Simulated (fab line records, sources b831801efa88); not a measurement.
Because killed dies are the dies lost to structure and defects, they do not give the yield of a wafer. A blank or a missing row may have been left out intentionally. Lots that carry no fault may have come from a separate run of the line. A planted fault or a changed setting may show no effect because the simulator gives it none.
Matching of chambers :: flow gf180mcu :: GF_V1_CVD_02 on pecvd-02 has 3 sister chambers
The step deposits SiO2 from TEOS, target thk 850 nm, time 94.851 s. 3 wafers are shown with their chamber, then 7 later ones without.

EACH WAFER AND ITS CHAMBER
wafer: L582.1
chamber: 0
heater_power_w (W): 902

wafer: L583.3
chamber: 1
heater_power_w (W): 478

wafer: L583.4
chamber: 2
heater_power_w (W): 639

WAFERS WHOSE CHAMBER IS MISSING
wafer: L583.5
heater_power_w (W): 726

wafer: L585.1
heater_power_w (W): 715

wafer: L585.3
heater_power_w (W): 901

wafer: L585.4
heater_power_w (W): 525

wafer: L586.1
heater_power_w (W): 753

wafer: L586.5
heater_power_w (W): 832

wafer: L586.6
heater_power_w (W): 548

WHICH CHAMBER EACH WENT THROUGH
wafer: L583.5
from the rows above: can't be placed: 2 or 0
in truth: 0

wafer: L585.1
from the rows above: can't be placed: 2 or 0
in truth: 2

wafer: L585.3
from the rows above: 0
in truth: 0

wafer: L585.4
from the rows above: can't be placed: 1 or 2
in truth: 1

wafer: L586.1
from the rows above: can't be placed: 2 or 0
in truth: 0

wafer: L586.5
from the rows above: can't be placed: 0 or 2
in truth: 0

wafer: L586.6
from the rows above: can't be placed: 1 or 2
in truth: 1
1 of 7 placed correctly. Cannot be placed on the basis of these rows: 6; the candidates contain the true chamber in 6. Wrongly placed: 0.
How it was worked out, from the rows above alone: a wafer's distance from a chamber is the root of the sum, over the readings, of the square of ((its reading less the chamber's mean) divided by the reading's scatter). If the next closest chamber is less than 2 further off than the closest, the wafer can't be placed; otherwise it belongs to the closest. A chamber's mean is the mean of its shown wafers. The scatter (one wafer shown for each chamber): square how far every hidden wafer sits from the nearest shown wafer, average those squares and take the square root.
